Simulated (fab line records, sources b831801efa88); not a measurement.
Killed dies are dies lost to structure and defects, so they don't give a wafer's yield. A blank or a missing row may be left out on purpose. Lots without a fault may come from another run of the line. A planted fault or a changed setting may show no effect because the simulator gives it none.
Chamber matching | flow sky130 | SKY_FIELD_ISO_ETCH_17 on rie_si-01: 4 sister chambers
The step etches Si in HBr/Cl2/O2, target depth 342 nm, time 97.7 s. 4 wafers are shown with their chamber, then 7 later ones without.

WAFERS WITH THEIR CHAMBER
wafer  | chamber | drypump_motor_current_A (A)
L697.1 | 3       | 5.99
L699.1 | 0       | 5.71
L704.2 | 1       | 5.63
L704.3 | 2       | 5.72

WAFERS WITHOUT THEIR CHAMBER
wafer  | drypump_motor_current_A (A)
L704.5 | 5.71
L705.4 | 5.64
L705.5 | 5.99
L705.6 | 5.69
L707.1 | 5.70
L707.3 | 5.63
L707.6 | 5.71

WHICH CHAMBER EACH WENT THROUGH
wafer  | from the rows above     | in truth
L704.5 | can't be placed: 0 or 2 | 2
L705.4 | 1                       | 1
L705.5 | 3                       | 3
L705.6 | can't be placed: 0 or 2 | 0
L707.1 | can't be placed: 0 or 2 | 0
L707.3 | 1                       | 1
L707.6 | can't be placed: 0 or 2 | 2
Placed correctly: 3 of 7. Can't be placed from these rows: 4 (the true chamber is among the candidates in 4). Placed wrongly: 0.
How it was worked out, from the rows above alone: a wafer's distance from a chamber is the root of the sum, over the readings, of the square of ((its reading less the chamber's mean) divided by the reading's scatter). The wafer belongs to the nearest chamber; if the next one is less than 2 further off, it can't be placed. A chamber's mean is the mean of its shown wafers. The scatter: with one shown wafer a chamber, the root of the mean of the squares of how far each hidden wafer lies from its nearest shown one.
